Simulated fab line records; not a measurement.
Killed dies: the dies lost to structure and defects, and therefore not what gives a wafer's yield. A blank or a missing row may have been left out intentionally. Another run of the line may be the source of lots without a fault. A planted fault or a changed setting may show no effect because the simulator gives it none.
Chamber matching / flow gf180mcu / GF_V5_CMP_04 on cmp-02 has 4 sister chambers
The step polishes SiO2. 18 wafers are shown with their chamber, then 9 later ones without.

WAFERS WITH THEIR CHAMBER
wafer=L074.1; chamber=2; motorCurrentA (A)=10.5; slurryFlowMlMin=150.2
wafer=L074.5; chamber=1; motorCurrentA (A)=14.5; slurryFlowMlMin=149.8
wafer=L074.6; chamber=0; motorCurrentA (A)=13.1; slurryFlowMlMin=150.3
wafer=L075.1; chamber=1; motorCurrentA (A)=13.4; slurryFlowMlMin=149.6
wafer=L075.5; chamber=1; motorCurrentA (A)=13.9; slurryFlowMlMin=149.7
wafer=L075.6; chamber=0; motorCurrentA (A)=13.1; slurryFlowMlMin=150.1
wafer=L076.4; chamber=2; motorCurrentA (A)=10.9; slurryFlowMlMin=149.7
wafer=L076.5; chamber=0; motorCurrentA (A)=13.4; slurryFlowMlMin=149.3
wafer=L076.6; chamber=3; motorCurrentA (A)=12.8; slurryFlowMlMin=149.9
wafer=L083.2; chamber=1; motorCurrentA (A)=14.2; slurryFlowMlMin=150.2
wafer=L083.3; chamber=2; motorCurrentA (A)=11.2; slurryFlowMlMin=150.2
wafer=L083.4; chamber=0; motorCurrentA (A)=14.3; slurryFlowMlMin=149.0
wafer=L085.1; chamber=1; motorCurrentA (A)=14.6; slurryFlowMlMin=149.7
wafer=L085.4; chamber=3; motorCurrentA (A)=13.0; slurryFlowMlMin=151.0
wafer=L085.5; chamber=3; motorCurrentA (A)=12.5; slurryFlowMlMin=151.0
wafer=L092.1; chamber=2; motorCurrentA (A)=11.5; slurryFlowMlMin=149.8
wafer=L092.3; chamber=3; motorCurrentA (A)=13.2; slurryFlowMlMin=149.8
wafer=L092.5; chamber=2; motorCurrentA (A)=10.8; slurryFlowMlMin=150.3

SIGNATURES, as means of the wafers listed above
reading=motorCurrentA; chamber 0=13.475; chamber 1=14.120; chamber 2=10.980; chamber 3=12.875; scatter within a chamber=0.445
reading=slurryFlowMlMin; chamber 0=149.675; chamber 1=149.800; chamber 2=150.040; chamber 3=150.425; scatter within a chamber=0.463
Rule: distance of a wafer from a chamber = root of the sum over the readings of ((wafer's reading minus chamber's mean) / reading's scatter) squared. The wafer belongs to the nearest chamber; if the next one is less than 2 further off, it can't be placed. The scatter is the square root of a quotient: the sum, over the shown wafers, of each reading's squared deviation from its chamber's mean, divided by wafers minus chambers.

WAFERS WITHOUT THEIR CHAMBER
wafer=L093.3; motorCurrentA (A)=13.6; slurryFlowMlMin=149.3
wafer=L093.4; motorCurrentA (A)=12.7; slurryFlowMlMin=150.0
wafer=L093.6; motorCurrentA (A)=15.5; slurryFlowMlMin=149.5
wafer=L095.1; motorCurrentA (A)=13.2; slurryFlowMlMin=150.8
wafer=L095.4; motorCurrentA (A)=14.8; slurryFlowMlMin=150.6
wafer=L095.5; motorCurrentA (A)=11.4; slurryFlowMlMin=150.1
wafer=L096.1; motorCurrentA (A)=12.8; slurryFlowMlMin=150.6
wafer=L096.2; motorCurrentA (A)=14.8; slurryFlowMlMin=149.8
wafer=L096.3; motorCurrentA (A)=11.0; slurryFlowMlMin=150.7

CHAMBER TAKEN BY EACH
wafer=L093.3; from the rows above=can't be placed: 0 or 1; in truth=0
wafer=L093.4; from the rows above=can't be placed: 3 or 0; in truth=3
wafer=L093.6; from the rows above=can't be placed: 1 or 0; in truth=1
wafer=L095.1; from the rows above=can't be placed: 3 or 0 or 1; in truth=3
wafer=L095.4; from the rows above=can't be placed: 1 or 0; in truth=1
wafer=L095.5; from the rows above=2; in truth=2
wafer=L096.1; from the rows above=3; in truth=3
wafer=L096.2; from the rows above=can't be placed: 1 or 0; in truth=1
wafer=L096.3; from the rows above=2; in truth=2
Placed correctly: 3 of 9. Unplaceable from these rows: 6, with the true chamber sitting among the candidates in 6. Number placed wrongly: 0.
